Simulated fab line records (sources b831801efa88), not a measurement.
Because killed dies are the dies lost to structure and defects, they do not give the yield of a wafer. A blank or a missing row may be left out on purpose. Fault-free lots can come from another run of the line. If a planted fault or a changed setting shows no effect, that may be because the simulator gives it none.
Code-filled problem report in 8D (eight disciplines) form || flow gf180mcu || the parts of the form that need people (team, actions taken, sign-off) are left out

== 1. THE PROBLEM ==
At GF_NWELL_STRIP_10, o2_flow_sccm averages 2401 sccm over 4 wafers from 3 lots, while fault-free wafers read 3001 sccm, standard deviation 8.9. That puts it -67 standard deviations away from the usual mean.
The step: strips in O2/N2.
First observed at day 5 19:36: wafer L928.6, on plasma_asher-01. The record holds 39 wafers of 13 lots with a number at this step. The rule behind "out" and "out of limits": a value lying over 4 standard deviations away from the usual mean. The rest of the wafers with a number are treated as sound.

== 2. WHAT IT IS AND WHAT IT IS NOT ==
{"question": "which readings at this step", "is": "o2_flow_sccm, strip_time_to_endpoint_s", "is not": "drypump_motor_current_A, heater_power_w, n2_flow_sccm"}
{"question": "which lots", "is": "L928, L930, L933", "is not": "L918, L920, L922, L923, L924, L925, L926, L931, L936, L940"}
{"question": "which wafers of those lots", "is": "L928.6, L930.1, L930.6, L933.5", "is not": "L928.1, L928.5, L930.5, L933.2, L933.4"}
{"question": "read on which tools", "is": "plasma_asher-01", "is not": "plasma_asher-03, plasma_asher-04"}
{"question": "when", "is": "from day 5 19:36", "is not": "up to then (23 sound wafers); but 12 sound wafers of L930, L931, L933, L936, L940 came after"}

== 3. THE SUSPECTS, EACH WITH WHAT RULES IT OUT ==
Counting: if a tool at a process step up to the reading ran every lot that is out, it stays a suspect. Sound lots after the first of them don't rule it out here, since some wafers of a struck lot are sound.
- plasma_asher-01 at GF_NWELL_STRIP_10 (strips in O2/N2): kept. It processed each lot that is out (first: L928, day 5 19:36); up to then, its last sound lot is L926 (day 5 07:59). Out on those wafers are its own readings of o2_flow_sccm, strip_time_to_endpoint_s.
- The sound lot-mates ran in chamber 1 of plasma_asher-01 at GF_NWELL_STRIP_10, but the wafers that are out ran in chamber 0.
After counting, what remains is plasma_asher-01 at GF_NWELL_STRIP_10.

== 4. THE CAUSE (what the simulator had put in) ==
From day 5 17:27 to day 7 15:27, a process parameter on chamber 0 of plasma_asher-01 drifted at GF_NWELL_STRIP_10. Setting o2_flow_sccm shifted by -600 from 3000. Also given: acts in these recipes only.
This tool alone remained once counting was done.

== 5. SEQUENCE OF EFFECTS, ordered by route ==
Rows list readings where the struck wafers' mean (over those with a number) sits beyond 3 standard deviations from the usual. Readings are gone through only where the record gives a usual standard deviation; hours: the median, over the lots, of the time from a lot's start at the first step in this table giving one to that lot's start at this step; sigmas: the change measured in usual standard deviations.
{"hours": 0, "step": "GF_NWELL_STRIP_10", "reading": "o2_flow_sccm", "usual": "3001 sccm", "on struck wafers": 2401, "change": -600, "sigmas": -67}
{"hours": 0, "step": "GF_NWELL_STRIP_10", "reading": "strip_time_to_endpoint_s", "usual": "36.97 s", "on struck wafers": 37.60, "change": "+0.63", "sigmas": "+6.3"}
The process steps in it:
- GF_NWELL_STRIP_10: strips in O2/N2.
Later measuring or inspecting steps at which every struck wafer that the step has a row for has a number for every such reading, and none has moved that far: GF_LVPWELL_OVL_MEAS_07, GF_POLY_GATE_CD_MEAS_10.

== 6. WHAT WOULD HAVE CAUGHT IT SOONER ==
First out-of-limits reading in this record: day 5 19:36, which is 2 hours after fault onset at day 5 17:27.
